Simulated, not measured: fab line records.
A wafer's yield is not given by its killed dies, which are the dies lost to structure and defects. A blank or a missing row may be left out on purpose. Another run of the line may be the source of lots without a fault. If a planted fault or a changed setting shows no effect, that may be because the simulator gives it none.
One fault seen from 2 desks || flow gf180mcu || numbers are kept per desk, each desk with only its own; the story behind them comes last

TOOL OWNER'S DESK, furnace-01
The tool's own readings at GF_DUAL_GATE_OXIDATION_15 (stabilise 600 s, purge 300 s, target thk 7.098 nm): means of the sampled wafers that have a number, for each lot that ran on this tool. The brackets show how far a lot's mean lies from the usual mean; more than 4 standard deviations puts the lot out of limits, marked OUT.
Columns: A = tube_center_temp_C_max at GF_DUAL_GATE_OXIDATION_15, usual 852.3; B = zone_power_centre_pct at GF_DUAL_GATE_OXIDATION_15, usual 15.4 %
{"lot": "L285", "first seen here": "day 8 19:41", "A": 852.5, "B": 14.1}
{"lot": "L291", "first seen here": "day 10 03:44", "A": 852.2, "B": 14.2}
{"lot": "L292", "first seen here": "day 10 08:58", "A": 852.2, "B": 14.2}
{"lot": "L293", "first seen here": "day 10 18:40", "A": 852.0, "B": 14.3}
{"lot": "L303", "first seen here": "day 13 11:50", "A": 852.1, "B": 14.2}
{"lot": "L308", "first seen here": "day 15 00:31", "A": 852.0, "B": 14.4}
Finding of this desk: none of the 6 lots has anything out of limits.

THE METROLOGY DESK
Means of the sampled wafers that have a number, per lot and without regard to the tool the lot ran on: this is what the gauges read. The brackets show how far a lot's mean lies from the usual mean; more than 4 standard deviations puts the lot out of limits, marked OUT.
Columns: A = DUAL_GATE_OXIDATION_00_THK at GF_DUAL_GATE_THK_MEAS_03, usual 10.85 nm; B = DUAL_GATE_OVL at GF_DUAL_GATE_OVL_MEAS_11, usual -1.0 nm
{"lot": "L285", "first seen here": "day 8 02:55", "A": 10.81, "B": -0.6}
{"lot": "L291", "first seen here": "day 9 07:53", "A": 11.22, "B": -0.7}
{"lot": "L292", "first seen here": "day 9 13:49", "A": 10.46, "B": -0.1}
{"lot": "L293", "first seen here": "day 10 00:11", "A": 10.73, "B": -1.0}
{"lot": "L301", "first seen here": "day 12 00:18", "A": 10.48, "B": 0.7}
{"lot": "L303", "first seen here": "day 12 15:59", "A": 10.82, "B": -3.1}
{"lot": "L308", "first seen here": "day 14 03:09", "A": 11.17, "B": -4.1}
Finding of this desk: none of the 7 lots has anything out of limits.

BROUGHT TOGETHER
The tool owner's desk saw nothing out of limits.
From the metrology desk's view, nothing was out of limits.

WHAT THE SIMULATOR PUT IN
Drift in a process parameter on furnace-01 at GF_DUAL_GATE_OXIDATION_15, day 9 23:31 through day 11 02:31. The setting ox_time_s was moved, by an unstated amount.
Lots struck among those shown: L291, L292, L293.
